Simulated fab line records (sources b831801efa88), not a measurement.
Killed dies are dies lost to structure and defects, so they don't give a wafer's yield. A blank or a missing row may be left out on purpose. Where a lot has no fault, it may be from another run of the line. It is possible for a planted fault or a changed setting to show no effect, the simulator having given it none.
Chamber matching ; flow gf180mcu ; GF_M5_ETCH_09 on rie_diel-03 has 4 sister chambers
The step etches Si3N4 in CF4/O2, target depth 52 nm, time 11.6 s. 20 wafers are shown with their chamber, then 10 later ones without.

WAFERS PAIRED WITH THEIR CHAMBERS
wafer;chamber;drypump_motor_current_A (A);oes_product_au (a.u.);throttle_valve_pct (%)
L075.3;3;6.4;0.997;5.952
L075.5;3;6.4;0.996;5.955
L075.6;0;6.2;0.989;5.970
L077.1;0;6.2;0.985;5.954
L077.3;3;6.4;0.980;5.978
L077.4;2;5.8;1.000;5.984
L076.1;3;6.4;0.987;5.976
L076.2;0;6.2;0.991;5.970
L076.3;1;5.6;1.013;5.994
L076.4;2;5.8;1.006;5.964
L076.5;3;6.4;0.991;5.978
L076.6;0;6.2;0.991;5.978
L083.1;2;5.8;0.994;5.973
L083.2;1;5.6;1.012;5.975
L083.6;2;5.8;0.999;5.968
L089.2;2;5.8;1.006;5.972
L089.4;0;6.2;0.996;5.972
L089.5;2;5.9;1.001;5.969
L090.1;3;6.4;0.989;5.965
L090.2;0;6.2;0.991;5.976

SIGNATURES, as means of the wafers listed above
reading;chamber 0;chamber 1;chamber 2;chamber 3;scatter within a chamber
drypump_motor_current_A;6.200;5.600;5.817;6.400;0.0228
oes_product_au;0.99050;1.01250;1.00100;0.99000;0.00477
throttle_valve_pct;5.97000;5.98450;5.97167;5.96733;0.00958
Rule: for each reading, subtract the chamber's mean from the wafer's reading, divide by that reading's scatter and square the result; add these up over the readings and take the root, which gives the wafer's distance from the chamber. The wafer belongs to the nearest chamber; if the next one is less than 2 further off, it can't be placed. The scatter: the root of (the sum of the squares of (reading less its chamber's mean) over the shown wafers, divided by (wafers less chambers)).

WAFERS WITHOUT THEIR CHAMBER
wafer;drypump_motor_current_A (A);oes_product_au (a.u.);throttle_valve_pct (%)
L090.5;6.2;0.994;5.969
L092.2;5.8;1.001;5.949
L092.3;5.6;1.009;5.969
L092.6;5.6;1.003;5.963
L094.3;5.6;1.000;5.969
L094.5;6.2;0.979;5.948
L094.6;6.4;0.988;5.979
L096.2;5.6;1.007;5.971
L096.3;5.8;1.012;5.959
L096.6;5.8;0.999;5.987

THE CHAMBER EACH PASSED THROUGH
wafer;from the rows above;in truth
L090.5;0;0
L092.2;2;2
L092.3;1;1
L092.6;1;1
L094.3;1;1
L094.5;0;0
L094.6;3;3
L096.2;1;1
L096.3;2;2
L096.6;2;2
Correctly placed: 10 of 10. Number that these rows cannot place: 0. Placed wrongly: 0.
